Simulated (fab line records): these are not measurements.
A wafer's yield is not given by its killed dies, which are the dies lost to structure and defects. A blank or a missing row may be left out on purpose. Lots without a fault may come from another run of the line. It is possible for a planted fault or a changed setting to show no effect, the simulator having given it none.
Problem report in the 8D (eight disciplines) form, filled by code + flow sfqLine + the parts of the form that need people (team, actions taken, sign-off) are left out

1. THE PROBLEM
At SFQ_TRILAYER_I1_CMP_CMP_046, timeToEndpointS averages 276 s over 3 wafers from 2 lots, while fault-free wafers read 219 s, standard deviation 9.4. Relative to the usual mean, that is a shift of +6.0 standard deviations.
The step: polishes SiO2.
First seen on wafer L674.1, day 32 16:10, on cmp-01. The record has a number at this step for 42 wafers belonging to 14 lots. Rule for "out" (also "out of limits"): further than 4 standard deviations from the usual mean. Any other wafer with a number is counted as sound.

2. WHAT IT IS; WHAT IT IS NOT
| question                    | is                     | is not                                                                                |
|-----------------------------|------------------------|---------------------------------------------------------------------------------------|
| which readings at this step | timeToEndpointS        | motorCurrentA                                                                         |
| which lots                  | L674, L675             | L658, L659, L660, L662, L663, L666, L667, L670, L672, L673, L678, L679                |
| which wafers of those lots  | L674.1, L674.3, L675.1 | L674.5, L675.2, L675.6                                                                |
| read on which tools         | cmp-01                 | cmp-02                                                                                |
| when                        | from day 32 16:10      | up to then (30 sound wafers); but 9 sound wafers of L674, L675, L678, L679 came after |

3. WHAT RULES OUT EACH SUSPECT
Counting: any tool at a process step up to the reading remains a suspect provided it ran every lot that is out. Sound lots after the first of them don't rule it out here, since some wafers of a struck lot are sound.
- cmp-01 at SFQ_TRILAYER_I1_CMP_CMP_046 (polishes SiO2): kept. It processed each lot that is out (first: L674, day 32 16:10); up to then, its last sound lot is L673 (day 32 01:43). On those wafers its own readings are out: timeToEndpointS.
Remaining after the count: cmp-01 at SFQ_TRILAYER_I1_CMP_CMP_046.

4. THE CAUSE (what the simulator had put in)
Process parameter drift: cmp-01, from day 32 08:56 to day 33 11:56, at SFQ_TRILAYER_I1_CMP_CMP_046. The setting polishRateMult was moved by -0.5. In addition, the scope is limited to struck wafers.
Only this tool survived the counting.

5. THE EFFECT CHAIN, in route order
One row per reading whose mean, taken over the struck wafers that have a number, lies over 3 standard deviations from the usual. Only readings whose record carries a usual standard deviation are examined. hours: median over the lots of the time between each lot's start at the first step of this table that gives one and its start at this step. sigmas: the change, counted in usual standard deviations.
| hours | step                                  | reading         | usual      | on struck wafers | change | sigmas |
|-------|---------------------------------------|-----------------|------------|------------------|--------|--------|
| 0     | SFQ_TRILAYER_I1_CMP_CMP_046           | timeToEndpointS | 219 s      | 276              | +57    | +6.0   |
| 7     | SFQ_TRILAYER_I1_METRO_MEASURE_047     | thkNm           | 200.2 nm   | 303.4            | +103.2 | +79    |
| 16    | SFQ_TRILAYER_I1_VIA_ETCH_VIA_ETCH_052 | oesProductAu    | 0.855 a.u. | 0.999            | +0.144 | +24    |
Here are the process steps it includes:
- SFQ_TRILAYER_I1_CMP_CMP_046: polishes SiO2.
- SFQ_TRILAYER_I1_METRO_MEASURE_047
- SFQ_TRILAYER_I1_VIA_ETCH_VIA_ETCH_052: etches SiO2 in CHF3, stops on Nb, target depth 260 nm.
Later measuring or inspecting steps at which every struck wafer that the step has a row for has a number for every such reading, and none has moved that far: SFQ_I1_BOW_MEAS_912.

6. HOW IT WOULD HAVE BEEN CAUGHT EARLIER
7 hours passed between the start of the fault at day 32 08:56 and the first reading out of limits in this record, taken at day 32 16:10.
